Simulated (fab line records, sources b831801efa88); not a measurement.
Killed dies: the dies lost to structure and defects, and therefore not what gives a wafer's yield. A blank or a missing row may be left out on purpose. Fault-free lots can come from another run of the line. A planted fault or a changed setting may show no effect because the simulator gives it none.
What tool caused it? / flow sfqLine / Sampling: 14 lots, 42 wafers, 5 of 325 route steps

WHAT THE GAUGES READ, wafer by wafer
SFQ_M3_RS_MEAS_919: uses a four-point probe to measure.
lot=L161; measured=day 36 11:33; on=filmMetro-01; M3_NB_RS (ohm/sq)=0.903 0.898 0.884
lot=L162; measured=day 39 02:10; on=filmMetro-02; M3_NB_RS (ohm/sq)=0.893 0.895 0.900
lot=L164; measured=day 39 06:59; on=filmMetro-02; M3_NB_RS (ohm/sq)=0.897 0.904 0.892
lot=L166; measured=day 39 21:22; on=filmMetro-03; M3_NB_RS (ohm/sq)=0.890 0.896 0.893
lot=L167; measured=day 40 00:57; on=filmMetro-02; M3_NB_RS (ohm/sq)=0.897 0.904 0.905
lot=L173; measured=day 41 19:27; on=filmMetro-02; M3_NB_RS (ohm/sq)=0.624 0.906 0.905
lot=L174; measured=day 42 03:47; on=filmMetro-01; M3_NB_RS (ohm/sq)=0.915 0.911 0.623
lot=L178; measured=day 43 08:43; on=filmMetro-01; M3_NB_RS (ohm/sq)=0.881 0.885 0.880
lot=L179; measured=day 49 10:11; on=filmMetro-01; M3_NB_RS (ohm/sq)=0.892 0.903 0.900
lot=L180; measured=day 49 19:14; on=filmMetro-02; M3_NB_RS (ohm/sq)=0.904 0.901 0.892
lot=L181; measured=day 49 23:23; on=filmMetro-02; M3_NB_RS (ohm/sq)=0.888 0.883 0.901
lot=L182; measured=day 50 07:49; on=filmMetro-01; M3_NB_RS (ohm/sq)=0.896 0.906 0.900
lot=L183; measured=day 50 08:59; on=filmMetro-03; M3_NB_RS (ohm/sq)=0.881 0.892 0.878
lot=L184; measured=day 50 13:47; on=filmMetro-01; M3_NB_RS (ohm/sq)=0.881 0.882 0.895

SFQ_I3_OVL_MEAS_923.
lot=L161; measured=day 43 01:38; on=overlay-02; I3_OVL (nm)=-2 6 2
lot=L162; measured=day 45 13:38; on=overlay-02; I3_OVL (nm)=5 1 2
lot=L164; measured=day 45 18:26; on=overlay-02; I3_OVL (nm)=-3 4 2
lot=L166; measured=day 50 09:07; on=overlay-01; I3_OVL (nm)=-1 -5 -10
lot=L167; measured=day 50 11:31; on=overlay-01; I3_OVL (nm)=-6 -10 -8
lot=L173; measured=day 51 07:55; on=overlay-02; I3_OVL (nm)=-11 -7 -13
lot=L174; measured=day 51 09:07; on=overlay-02; I3_OVL (nm)=4 6 7
lot=L178; measured=day 52 00:43; on=overlay-01; I3_OVL (nm)=-1 -1 1
lot=L179; measured=day 57 04:50; on=overlay-02; I3_OVL (nm)=0 1 1
lot=L180; measured=day 58 10:50; on=overlay-01; I3_OVL (nm)=-3 -2 1
lot=L181; measured=day 58 20:26; on=overlay-02; I3_OVL (nm)=-10 -8 -7
lot=L182; measured=day 59 07:14; on=overlay-01; I3_OVL (nm)=4 1 8
lot=L183; measured=day 59 09:38; on=overlay-01; I3_OVL (nm)=-3 -4 -4
lot=L184; measured=day 59 15:38; on=overlay-01; I3_OVL (nm)=-4 -2 -3

WHAT TOOL EACH LOT RAN ON (gives the tool, then ch and the chambers of the sampled wafers, and finally the start)
lot=L161; SFQ_TRILAYER_I1_DEP_PECVD_045=pecvd-03 ch 0,2, day 23 22:46; SFQ_TRILAYER_M3_DEP_SPUTTER_073=pvdSputter-05, day 36 11:27; SFQ_TRILAYER_M3_ETCH_METAL_ETCH_078=rieMetal-04 ch 1, day 36 14:08
lot=L162; SFQ_TRILAYER_I1_DEP_PECVD_045=pecvd-04 ch 0,2, day 24 07:45; SFQ_TRILAYER_M3_DEP_SPUTTER_073=pvdSputter-03, day 39 02:05; SFQ_TRILAYER_M3_ETCH_METAL_ETCH_078=rieMetal-03 ch 0,1, day 39 04:42
lot=L164; SFQ_TRILAYER_I1_DEP_PECVD_045=pecvd-03 ch 1,2, day 25 12:58; SFQ_TRILAYER_M3_DEP_SPUTTER_073=pvdSputter-03, day 39 06:52; SFQ_TRILAYER_M3_ETCH_METAL_ETCH_078=rieMetal-04 ch 0,1, day 39 09:31
lot=L166; SFQ_TRILAYER_I1_DEP_PECVD_045=pecvd-03 ch 1,2, day 26 09:22; SFQ_TRILAYER_M3_DEP_SPUTTER_073=pvdSputter-04, day 39 21:16; SFQ_TRILAYER_M3_ETCH_METAL_ETCH_078=rieMetal-04 ch 0, day 46 00:38
lot=L167; SFQ_TRILAYER_I1_DEP_PECVD_045=pecvd-04 ch 1,2, day 26 15:22; SFQ_TRILAYER_M3_DEP_SPUTTER_073=pvdSputter-05, day 40 00:52; SFQ_TRILAYER_M3_ETCH_METAL_ETCH_078=rieMetal-04 ch 0,1, day 46 05:26
lot=L173; SFQ_TRILAYER_I1_DEP_PECVD_045=pecvd-02 ch 0,1, day 28 17:56; SFQ_TRILAYER_M3_DEP_SPUTTER_073=pvdSputter-05, day 41 19:18; SFQ_TRILAYER_M3_ETCH_METAL_ETCH_078=rieMetal-03 ch 0,1, day 47 22:50
lot=L174; SFQ_TRILAYER_I1_DEP_PECVD_045=pecvd-04 ch 0,1,2, day 29 06:21; SFQ_TRILAYER_M3_DEP_SPUTTER_073=pvdSputter-05, day 42 03:42; SFQ_TRILAYER_M3_ETCH_METAL_ETCH_078=rieMetal-01 ch 0,1, day 48 00:00
lot=L178; SFQ_TRILAYER_I1_DEP_PECVD_045=pecvd-02 ch 0,1, day 30 08:45; SFQ_TRILAYER_M3_DEP_SPUTTER_073=pvdSputter-04, day 43 08:38; SFQ_TRILAYER_M3_ETCH_METAL_ETCH_078=rieMetal-04 ch 0,1, day 48 16:21
lot=L179; SFQ_TRILAYER_I1_DEP_PECVD_045=pecvd-03 ch 0,1, day 31 07:41; SFQ_TRILAYER_M3_DEP_SPUTTER_073=pvdSputter-05, day 49 10:04; SFQ_TRILAYER_M3_ETCH_METAL_ETCH_078=rieMetal-04 ch 0,1, day 52 03:12
lot=L180; SFQ_TRILAYER_I1_DEP_PECVD_045=pecvd-03 ch 0,2, day 31 17:17; SFQ_TRILAYER_M3_DEP_SPUTTER_073=pvdSputter-04, day 49 19:06; SFQ_TRILAYER_M3_ETCH_METAL_ETCH_078=rieMetal-03 ch 0,1, day 52 22:22
lot=L181; SFQ_TRILAYER_I1_DEP_PECVD_045=pecvd-03 ch 0,1,2, day 31 23:17; SFQ_TRILAYER_M3_DEP_SPUTTER_073=pvdSputter-05, day 49 23:18; SFQ_TRILAYER_M3_ETCH_METAL_ETCH_078=rieMetal-04 ch 0, day 53 03:11
lot=L182; SFQ_TRILAYER_I1_DEP_PECVD_045=pecvd-02 ch 1,2, day 32 12:29; SFQ_TRILAYER_M3_DEP_SPUTTER_073=pvdSputter-03, day 50 07:42; SFQ_TRILAYER_M3_ETCH_METAL_ETCH_078=rieMetal-01 ch 0, day 53 09:13
lot=L183; SFQ_TRILAYER_I1_DEP_PECVD_045=pecvd-04 ch 0,2, day 33 04:05; SFQ_TRILAYER_M3_DEP_SPUTTER_073=pvdSputter-04, day 50 08:54; SFQ_TRILAYER_M3_ETCH_METAL_ETCH_078=rieMetal-04 ch 0,1, day 53 10:19
lot=L184; SFQ_TRILAYER_I1_DEP_PECVD_045=pecvd-02 ch 0,1,2, day 33 12:29; SFQ_TRILAYER_M3_DEP_SPUTTER_073=pvdSputter-03, day 50 13:42; SFQ_TRILAYER_M3_ETCH_METAL_ETCH_078=rieMetal-04 ch 0,1, day 53 15:07
- SFQ_TRILAYER_I1_DEP_PECVD_045: deposits SiO2 from SiH4/N2O, time 111.11 s, target thk 500 nm.
- SFQ_TRILAYER_M3_DEP_SPUTTER_073: material Nb, target thk 200 nm, time 133.3 s.
- SFQ_TRILAYER_M3_ETCH_METAL_ETCH_078: etches Nb in Cl2/Ar, stops on SiO2, target depth 240 nm, time 120 s.

WHAT THE TOOLS THEMSELVES READ (means of the sampled wafers that have a number; where no wafer has one, the mark that the record gives instead)
SFQ_TRILAYER_I1_DEP_PECVD_045.
lot=L161; tool=pecvd-03; heaterPowerW (W)=77; throttleValvePct (%)=30.1
lot=L162; tool=pecvd-04; heaterPowerW (W)=82; throttleValvePct (%)=25.2
lot=L164; tool=pecvd-03; heaterPowerW (W)=68; throttleValvePct (%)=23.8
lot=L166; tool=pecvd-03; heaterPowerW (W)=70; throttleValvePct (%)=23.3
lot=L167; tool=pecvd-04; heaterPowerW (W)=99; throttleValvePct (%)=24.9
lot=L173; tool=pecvd-02; heaterPowerW (W)=63; throttleValvePct (%)=24.7
lot=L174; tool=pecvd-04; heaterPowerW (W)=84; throttleValvePct (%)=25.1
lot=L178; tool=pecvd-02; heaterPowerW (W)=62; throttleValvePct (%)=24.9
lot=L179; tool=pecvd-03; heaterPowerW (W)=82; throttleValvePct (%)=23.5
lot=L180; tool=pecvd-03; heaterPowerW (W)=77; throttleValvePct (%)=23.8
lot=L181; tool=pecvd-03; heaterPowerW (W)=81; throttleValvePct (%)=23.6
lot=L182; tool=pecvd-02; heaterPowerW (W)=63; throttleValvePct (%)=25.1
lot=L183; tool=pecvd-04; heaterPowerW (W)=76; throttleValvePct (%)=25.7
lot=L184; tool=pecvd-02; heaterPowerW (W)=68; throttleValvePct (%)=24.4

SFQ_TRILAYER_M3_DEP_SPUTTER_073.
lot=L161; tool=pvdSputter-05; basePressurePa (Pa)=1.37e-06; throttleValvePct (%)=29.2
lot=L162; tool=pvdSputter-03; basePressurePa (Pa)=1.37e-06; throttleValvePct (%)=29.3
lot=L164; tool=pvdSputter-03; basePressurePa (Pa)=1.35e-06; throttleValvePct (%)=29.5
lot=L166; tool=pvdSputter-04; basePressurePa (Pa)=1.33e-06; throttleValvePct (%)=28.6
lot=L167; tool=pvdSputter-05; basePressurePa (Pa)=1.35e-06; throttleValvePct (%)=29.9
lot=L173; tool=pvdSputter-05; basePressurePa (Pa)=1.35e-06; throttleValvePct (%)=29.7
lot=L174; tool=pvdSputter-05; basePressurePa (Pa)=1.35e-06; throttleValvePct (%)=29.4
lot=L178; tool=pvdSputter-04; basePressurePa (Pa)=1.27e-06; throttleValvePct (%)=29.8
lot=L179; tool=pvdSputter-05; basePressurePa (Pa)=1.44e-06; throttleValvePct (%)=28.6
lot=L180; tool=pvdSputter-04; basePressurePa (Pa)=1.37e-06; throttleValvePct (%)=29.8
lot=L181; tool=pvdSputter-05; basePressurePa (Pa)=1.29e-06; throttleValvePct (%)=29.4
lot=L182; tool=pvdSputter-03; basePressurePa (Pa)=1.31e-06; throttleValvePct (%)=29.6
lot=L183; tool=pvdSputter-04; basePressurePa (Pa)=1.27e-06; throttleValvePct (%)=29.2
lot=L184; tool=pvdSputter-03; basePressurePa (Pa)=1.25e-06; throttleValvePct (%)=29.5

SFQ_TRILAYER_M3_ETCH_METAL_ETCH_078.
lot=L161; tool=rieMetal-04; drypumpMotorCurrentA (A)=5.94; oesProductAu (a.u.)=0.889
lot=L162; tool=rieMetal-03; drypumpMotorCurrentA (A)=6.31; oesProductAu (a.u.)=0.889
lot=L164; tool=rieMetal-04; drypumpMotorCurrentA (A)=5.82; oesProductAu (a.u.)=0.894
lot=L166; tool=rieMetal-04; drypumpMotorCurrentA (A)=5.78; oesProductAu (a.u.)=0.893
lot=L167; tool=rieMetal-04; drypumpMotorCurrentA (A)=5.85; oesProductAu (a.u.)=0.887
lot=L173; tool=rieMetal-03; drypumpMotorCurrentA (A)=6.17; oesProductAu (a.u.)=0.917
lot=L174; tool=rieMetal-01; drypumpMotorCurrentA (A)=5.61; oesProductAu (a.u.)=0.923
lot=L178; tool=rieMetal-04; drypumpMotorCurrentA (A)=5.87; oesProductAu (a.u.)=0.896
lot=L179; tool=rieMetal-04; drypumpMotorCurrentA (A)=5.88; oesProductAu (a.u.)=0.890
lot=L180; tool=rieMetal-03; drypumpMotorCurrentA (A)=6.33; oesProductAu (a.u.)=0.890
lot=L181; tool=rieMetal-04; drypumpMotorCurrentA (A)=5.78; oesProductAu (a.u.)=0.891
lot=L182; tool=rieMetal-01; drypumpMotorCurrentA (A)=5.58; oesProductAu (a.u.)=0.890
lot=L183; tool=rieMetal-04; drypumpMotorCurrentA (A)=5.87; oesProductAu (a.u.)=0.898
lot=L184; tool=rieMetal-04; drypumpMotorCurrentA (A)=5.87; oesProductAu (a.u.)=0.897

THE ANSWER, worked out from the rows above alone
Rule: what is usual is taken from the lots themselves. Put in order of their means at a reading, lots are off if they are a third of the lots or fewer, leave a main group of 4 or more, and stand apart from it by a gap of 3 or more times the standard deviation of the main group's means; of several such gaps the widest counts. The tables above print the reading to a certain number of digits; a main group whose means all agree to those digits is not used. Also off: a lot with no number at a reading for which 4 or more lots have one. Where the step has rows for the other lots, those lots are counted as sound. The gauges are gone through in route order, then the tools' own readings, and for those a lot's mean is taken as printed above. The first step at which some lot is off is used, and at that step the reading that is off furthest; a lot without a number counts as furthest.
Off: L173, L174, seen at SFQ_M3_RS_MEAS_919 (M3_NB_RS). Main group: mean 0.894 ohm/sq, sd 0.0064.
A tool fits if, at a process step before that reading, it ran every lot that is off, and no sound lot after the first of them. Not tried: the gauges at SFQ_M3_RS_MEAS_919; whatever is off there is also off at SFQ_TRILAYER_M3_ETCH_METAL_ETCH_078, on other tools, and gauge error can't account for it. Of those tried, none fits.

WHAT THE SIMULATOR HAD INSERTED
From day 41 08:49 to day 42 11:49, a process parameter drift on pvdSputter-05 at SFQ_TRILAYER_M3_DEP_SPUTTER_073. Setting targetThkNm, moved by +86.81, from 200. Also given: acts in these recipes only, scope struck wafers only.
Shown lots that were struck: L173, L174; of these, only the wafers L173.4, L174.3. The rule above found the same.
